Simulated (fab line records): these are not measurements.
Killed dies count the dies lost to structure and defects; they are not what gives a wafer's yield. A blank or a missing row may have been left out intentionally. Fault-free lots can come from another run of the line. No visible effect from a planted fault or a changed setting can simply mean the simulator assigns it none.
8D (eight disciplines) problem report, filled in by code ; flow sky130 ; the parts of the form that need people (team, actions taken, sign-off) are left out

## 1. THE ISSUE
Wafers free of any fault read 0.1273 ohm/sq (standard deviation 0.0018) for METAL1_ALCU_RS at SKY_METAL1_RS_MEAS_05, against a mean of 0.1610 ohm/sq on 6 wafers of 2 lots. Relative to the usual mean, that is a shift of +19 standard deviations.
The step: measures by four-point-probe.
Earliest sighting: wafer L656.2 on film-metro-02 at day 36 08:05. Wafers with a number at this step in the record: 30, from 10 lots. The rule behind "out" and "out of limits": a value lying over 4 standard deviations away from the usual mean. The rest of the wafers with a number are treated as sound.

## 2. WHAT IT IS; WHAT IT IS NOT
question;is;is not
which readings at this step;METAL1_ALCU_RS;-
which lots;L656, L659;L643, L645, L647, L649, L653, L661, L664, L665
which wafers of those lots;all that have a number;-
read on which gauges;film-metro-02, film-metro-04;film-metro-01
when;from day 36 08:05;"up to then (15 sound wafers); but 9 sound wafers of L661, L664, L665 came after"

## 3. SUSPECTS, AND WHAT RULES EACH OUT
Counting: a tool at any process step up to the reading remains a suspect when it ran all the lots that are out and ran no sound lot after the first of those.
- the gauge at SKY_METAL1_RS_MEAS_05 has been ruled out. Those wafers that are out were read across 2 gauges (film-metro-02, film-metro-04).
- pvd-sputter-01 at SKY_METAL1_SPUTTER_02 (material AlCu, target thk 250 nm, time 13.3 s): kept. It ran every lot that is out, first L656 (day 36 07:58), and no sound lot after that; its last sound lot up to then is L653 (day 35 14:22).
- pvd-sputter-01 at SKY_METAL1_SPUTTER_03 (material Ti, target thk 5 nm, time 3.3 s): kept. It ran every lot that is out, first L656 (day 36 07:59), and no sound lot after that; its last sound lot up to then is L653 (day 35 14:23).
After counting, pvd-sputter-01 at SKY_METAL1_SPUTTER_02 and pvd-sputter-01 at SKY_METAL1_SPUTTER_03 remain.

## 4. THE CAUSE (what the simulator had put in)
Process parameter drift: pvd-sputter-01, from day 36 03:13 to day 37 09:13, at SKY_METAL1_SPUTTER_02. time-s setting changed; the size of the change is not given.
Counting leaves 2 suspects; this tool is one of them.

## 5. THE EFFECT CHAIN, in route order
Each row: a reading whose mean over the struck wafers that have a number lies more than 3 standard deviations from the usual. Scope: only readings with a usual standard deviation given in the record; hours: median across lots of the time from each lot's start at the first step in this table that gives one to its start at this step; sigmas: change in usual standard deviations.
hours;step;reading;usual;on struck wafers;change;sigmas
0;SKY_METAL1_RS_MEAS_05;METAL1_ALCU_RS;0.1273 ohm/sq;0.1610;+0.0337;+19
0;SKY_METAL1_THK_MEAS_06;METAL1_ALCU_THK;252 nm;201;-51;-13
26;SKY_METAL1_METAL_ETCH_19;oes-product-au;0.852 a.u.;0.811;-0.041;-7.1
The process steps in it:
- SKY_METAL1_METAL_ETCH_19: etches the open film in Cl2/BCl3, stops on SiO2, target depth 360 nm, time 78 s.

## 6. HOW IT WOULD HAVE BEEN CAUGHT EARLIER
The first out-of-limits reading at a measuring or inspecting step in this record came at day 36 08:05, 5 hours after the fault's start at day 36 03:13.
No tool reading at SKY_METAL1_SPUTTER_02 that has a usual standard deviation in the record was out on any struck wafer, so an alarm limit of 4 standard deviations on those readings would not have fired.
Among the 2 lots that are out, L659 began SKY_METAL1_SPUTTER_02 on pvd-sputter-01 after day 36 08:05. It would have been spared by a hold on the tool at that moment.
